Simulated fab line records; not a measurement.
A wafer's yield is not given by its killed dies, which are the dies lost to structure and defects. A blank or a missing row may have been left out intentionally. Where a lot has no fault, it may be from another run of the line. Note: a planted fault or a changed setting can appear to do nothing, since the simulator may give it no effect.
Struck lot and sound lot, side by side ; flow sky130 ; 32 steps out of a route of 708
Sound: wafers L642.2, L642.4, L642.5. Wafers struck: L649.1, L649.3, L649.6. At the end, the cause is stated.
Each step with rows lists, per side, the tool, then ch with its chambers, then its first start. Under that, the readings that differ: sound wafers ; struck wafers ; difference of the means ; sigmas: that difference in standard deviations of wafers without a fault.
alike: a reading whose means differ by less than 2 such deviations, as well as words and numbers matching on both sides. not compared: withheld readings; readings where some wafer has no value; bounds like >300 that might hide an equal value; numbers whose values overlap and for which the record gives no deviation.
The two part at a step that has a row with sigmas, a row that says differs or no value, or rows on one side only. Non-overlapping numbers with no deviation appear without sigmas and do not part them. A reading that every wafer of one side lacks parts them only if that side has two wafers or more.

SKY_PWDE_OVL_MEAS_07:
  struck on overlay-02, day 5 17:00; sound on overlay-02, day 3 23:31
reading;sound;struck;difference;sigmas
PWDE_OVL (nm);0.6 0.0 0.0;3.7 2.6 2.7;+2.8;+2
after that, 1 step had no rows for these wafers: SKY_PWDE_IMPLANT_08.
SKY_PWDE_STRIP_09: strips in O2/N2.
  sound on plasmaAsher-04 ch 0,1, day 3 23:41; struck on plasmaAsher-03 ch 0,1, day 5 17:11
  alike: chamberPressureMTorr, drypumpMotorCurrentA, oesProductAu, stripTimeToEndpointS
  not compared: rfHoursCounterH
SKY_PWDE_TW_MEAS_10:
  struck on filmMetro-04, day 5 17:17; sound on filmMetro-03, day 3 23:48
reading;sound;struck;difference;sigmas
PWDE_TW;375.2 374.5 371.8;380.7 380.8 380.2;+6.7;+2
then, 7 steps without rows for these wafers: SKY_NWELL_DEHYDRATE_03 (time 60 s); SKY_NWELL_HMDS_04 (prime time 60 s); SKY_NWELL_COAT_05 (resist thk 3000 nm); SKY_NWELL_SOFTBAKE_06; SKY_NWELL_EXPOSE_07 (exposes mask NWM, target cd 840 nm); SKY_NWELL_PEB_08; SKY_NWELL_DEVELOP_09 (develop time 60 s).
SKY_NWELL_OVL_MEAS_10:
  struck on overlay-01, day 6 11:17; sound on overlay-01, day 4 17:11
  alike: NWELL_00_OVL
SKY_NWELL_IMPLANT_11:
  sound on implanter-02 ch 0, day 4 17:14; struck on implanter-02 ch 0, day 6 11:19
reading;sound;struck;difference;sigmas
doseIonsCm2;1.8961e+13 1.8986e+13 1.8953e+13;1.9626e+13 1.9629e+13 1.9633e+13;+6.6267e+11;+33
faradayCurrentUA;105.5 103.1 106.8;111.1 109.4 112.3;+5.8;+3
  alike: beamEnergyKeV
then, 2 steps without rows for these wafers: SKY_NWELL_IMPLANT_12; SKY_NWELL_IMPLANT_13.
SKY_NWELL_STRIP_14: strips in O2/N2.
  sound on plasmaAsher-02 ch 1, day 4 17:40; struck on plasmaAsher-02 ch 0,1, day 6 11:46
  alike: chamberPressureMTorr, drypumpMotorCurrentA, oesProductAu, stripTimeToEndpointS
  not compared: rfHoursCounterH
SKY_NWELL_TW_MEAS_15:
  struck on filmMetro-01, day 6 11:52; sound on filmMetro-04, day 4 17:47
  alike: NWELL_TW
then, 7 steps without rows for these wafers: SKY_NWELL_DEHYDRATE_16 (time 60 s); SKY_NWELL_HMDS_17 (prime time 60 s); SKY_NWELL_COAT_18 (resist thk 3000 nm); SKY_NWELL_SOFTBAKE_19; SKY_NWELL_EXPOSE_20 (exposes mask NWM COMPLEMENT, target cd 840 nm); SKY_NWELL_PEB_21; SKY_NWELL_DEVELOP_22 (develop time 60 s).
SKY_NWELL_OVL_MEAS_23:
  struck on overlay-01, day 7 07:22; sound on overlay-02, day 5 11:08
  alike: NWELL_01_OVL
after that, 1 step had no rows for these wafers: SKY_NWELL_IMPLANT_24.
SKY_NWELL_STRIP_25: strips in O2/N2.
  sound on plasmaAsher-04 ch 0,1, day 5 11:19; struck on plasmaAsher-02 ch 0,1, day 7 07:34
  alike: chamberPressureMTorr, drypumpMotorCurrentA, oesProductAu, stripTimeToEndpointS
  not compared: rfHoursCounterH
SKY_NWELL_TW_MEAS_26:
  struck on filmMetro-01, day 7 07:40; sound on filmMetro-01, day 5 11:25
  alike: NWELL_2_TW
then, 1 step without rows for these wafers: SKY_NWELL_CLEAN_27 (cleans in SC1/SC2, time 150 s).
SKY_NWELL_RTA_28: time 30 s.
  sound on rtpAnneal-02 ch 0, day 5 11:32; struck on rtpAnneal-01 ch 0, day 7 07:46
  alike: lampPowerPct, wafer_temp_C_max
SKY_NWELL_RS_MEAS_29: uses a four-point probe to measure.
  struck on filmMetro-03, day 7 08:14; sound on filmMetro-03, day 5 11:38
reading;sound;struck;difference;sigmas
NWELL_RS (ohm/sq);626.9 626.7 627.4;613.5 613.1 613.5;-13.6;-8
  not compared: hold
SKY_PAD_OPEN_PROBE_99:
  the record holds rows for the sound wafers here (prober-02, day 46 10:52) but none for the struck ones

== WHERE THEY PART ==
Last at SKY_PAD_OPEN_PROBE_99 as far as this record goes, first at SKY_PWDE_OVL_MEAS_07.

WHY: what the simulator had put in
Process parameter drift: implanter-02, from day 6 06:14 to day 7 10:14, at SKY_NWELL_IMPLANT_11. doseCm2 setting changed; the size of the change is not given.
